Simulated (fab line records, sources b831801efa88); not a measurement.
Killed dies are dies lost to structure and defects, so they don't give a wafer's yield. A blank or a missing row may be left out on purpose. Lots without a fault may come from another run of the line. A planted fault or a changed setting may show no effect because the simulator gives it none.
Problem report in the 8D (eight disciplines) form, filled by code | flow sky130 | the parts of the form that need people (team, actions taken, sign-off) are left out

1. THE PROBLEM
killed_at_front_end at SKY_PAD_OPEN_PROBE_99 reads a mean of 140 on 6 wafers of 2 lots; wafers without a fault read 15 with a standard deviation of 4.1. That is +31 standard deviations from the usual mean.
First seen on wafer L950.2, day 48 02:49, on prober-01. The record holds 9 wafers of 3 lots with a number at this step. Rule for "out", or "out of limits": more than 4 standard deviations from the usual mean. The other wafers with a number count as sound.

2. WHAT IT IS AND WHAT IT IS NOT
question                    | is                               | is not
which readings at this step | killed_at_front_end, killed_dies | killed_at_M0_to_M3, killed_at_M4_up, killed_at_contacts, killed_at_other
which lots                  | L950, L951                       | L944
which wafers of those lots  | all that have a number           | -
read on which tools         | prober-01, prober-02             | -
when                        | from day 48 02:49                | up to then (3 sound wafers)

3. SUSPECTS, AND WHAT RULES EACH OUT
Counting: a tool at a process step up to the reading stays a suspect if it ran every lot that is out and no sound lot after the first of them.
- furnace-02 at SKY_FIELD_ISO_OXIDATION_01 (stabilise 600 s, purge 300 s, target thk 12 nm): kept. It ran every lot that is out, first L950 (day 3 03:19), and no sound lot after that.
Left after counting: furnace-02 at SKY_FIELD_ISO_OXIDATION_01.

4. THE CAUSE (what the simulator had put in)
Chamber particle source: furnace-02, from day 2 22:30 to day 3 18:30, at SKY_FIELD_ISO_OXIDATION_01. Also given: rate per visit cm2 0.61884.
Counting left only this tool.

5. THE CHAIN OF EFFECTS, in route order
Each row: a reading whose mean over the struck wafers that have a number lies more than 3 standard deviations from the usual. Only readings for which the record gives a usual standard deviation are gone through. hours: the time from each lot's start at the first step in this table that gives one to its start at this step, as a median over the lots. sigmas: the change in usual standard deviations.
hours | step                  | reading             | usual | on struck wafers | change | sigmas
0     | SKY_PAD_OPEN_PROBE_99 | killed_at_front_end | 15    | 140              | +125   | +31
0     | SKY_PAD_OPEN_PROBE_99 | killed_dies         | 85    | 200              | +115   | +13
0     | SKY_PAD_OPEN_PROBE_99 | killed_on_rim       | 17    | 38               | +21    | +5.5
The process steps in it:
- SKY_PAD_OPEN_PROBE_99

6. WHAT WOULD HAVE CAUGHT IT SOONER
In this record the first reading out of limits was taken at day 48 02:49, 1084 hours after the fault began at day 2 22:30.
Of the tool readings at SKY_FIELD_ISO_OXIDATION_01 for which the record gives a usual standard deviation, none was out on any struck wafer, so an alarm limit of 4 standard deviations on them would not have fired.
All the lots that are out (2) had begun SKY_FIELD_ISO_OXIDATION_01 on furnace-02 by day 48 02:49. A hold on the tool at that time would have spared none of them.
